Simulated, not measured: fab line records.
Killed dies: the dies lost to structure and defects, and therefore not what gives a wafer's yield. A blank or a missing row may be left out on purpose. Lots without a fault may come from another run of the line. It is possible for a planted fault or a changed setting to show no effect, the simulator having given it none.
Which tool did it?    flow gf180mcu    9 lots with 27 wafers sampled at 3 steps, on a route of 602 steps

== WHAT THE GAUGES READ, wafer by wafer ==
GF_V2_BOW_MEAS_05. Usual: V2_BOW 99 um, standard deviation 7.8.
lot   measured      on            V2_BOW (um)  flag
L299  day 19 04:39  filmMetro-01  100 90 96    
L300  day 19 22:56  filmMetro-01  109 110 108  
L301  day 20 07:46  filmMetro-02  97 97 98     
L302  day 20 14:38  filmMetro-02  89 91 102    
L303  day 20 20:10  filmMetro-01  100 103 103  
L305  day 22 01:23  filmMetro-02  111 101 103  
L315  day 25 05:16  filmMetro-02  104 91 106   
L319  day 26 07:04  filmMetro-01  93 97 94     
L322  day 27 00:14  filmMetro-02  90 90 101    

GF_V4_THK_MEAS_01. Usual: V4_CVD_00_THK 599 nm, standard deviation 4.8.
lot   measured      on            V4_CVD_00_THK (nm)  flag
L299  day 23 08:52  filmMetro-01  597 597 606         
L300  day 24 03:37  filmMetro-01  595 599 594         
L301  day 24 10:02  filmMetro-01  605 597 595         
L302  day 24 17:32  filmMetro-04  599 592 601         
L303  day 24 21:10  filmMetro-01  597 593 598         
L305  day 25 23:53  filmMetro-04  598 606 605         
L315  day 28 20:01  filmMetro-04  595 598 589         
L319  day 29 20:28  filmMetro-02  602 600 598         
L322  day 30 13:39  filmMetro-02  588 596 585         

== EACH LOT AND THE TOOL THAT RAN IT (in order: tool; ch and the chambers of the sampled wafers; start) ==
lot   GF_V2_EXPOSE_11
L299  krfScanner-02 ch 0, day 19 17:14
L300  krfScanner-01 ch 0, day 20 10:59
L301  krfScanner-01 ch 0, day 20 19:29
L302  krfScanner-01 ch 0, day 21 03:12
L303  krfScanner-01 ch 0, day 21 08:50
L305  krfScanner-02 ch 0, day 22 13:11
L315  krfScanner-01 ch 0, day 25 16:10
L319  krfScanner-02 ch 0, day 26 18:01
L322  krfScanner-02 ch 0, day 27 10:48
- GF_V2_EXPOSE_11: exposes mask Via2, target cd 260 nm.

== AS READ BY THE TOOLS THEMSELVES (means over the sampled wafers that have a number; for cases with no such wafer, the mark the record gives instead) ==
GF_V2_EXPOSE_11. Usual: exposureDoseMJCm2 37.99, standard deviation 0.043.
lot   tool           exposureDoseMJCm2  flag
L299  krfScanner-02  37.92              
L300  krfScanner-01  38.01              
L301  krfScanner-01  37.93              
L302  krfScanner-01  38.01              
L303  krfScanner-01  37.99              
L305  krfScanner-02  37.99              
L315  krfScanner-01  37.88              
L319  krfScanner-02  37.96              
L322  krfScanner-02  37.98              

== THE ANSWER, worked out from the rows above alone ==
Rule: take the mean of a lot's wafers that have a number; if it is more than 3 standard deviations from the usual mean, the lot is off. A lot without any number at a reading at which 4 lots or more have one is off too. Any other lot the step has rows for is counted as sound. The gauges are gone through in route order, then the tools' own readings, and for those a lot's mean is taken as printed above. The first step at which some lot is off is used, and at that step the reading that is off furthest; a lot without a number counts as furthest.
None of the lots is off at any reading shown; this tells nothing.

== WHAT HAD BEEN PUT IN BY THE SIMULATOR ==
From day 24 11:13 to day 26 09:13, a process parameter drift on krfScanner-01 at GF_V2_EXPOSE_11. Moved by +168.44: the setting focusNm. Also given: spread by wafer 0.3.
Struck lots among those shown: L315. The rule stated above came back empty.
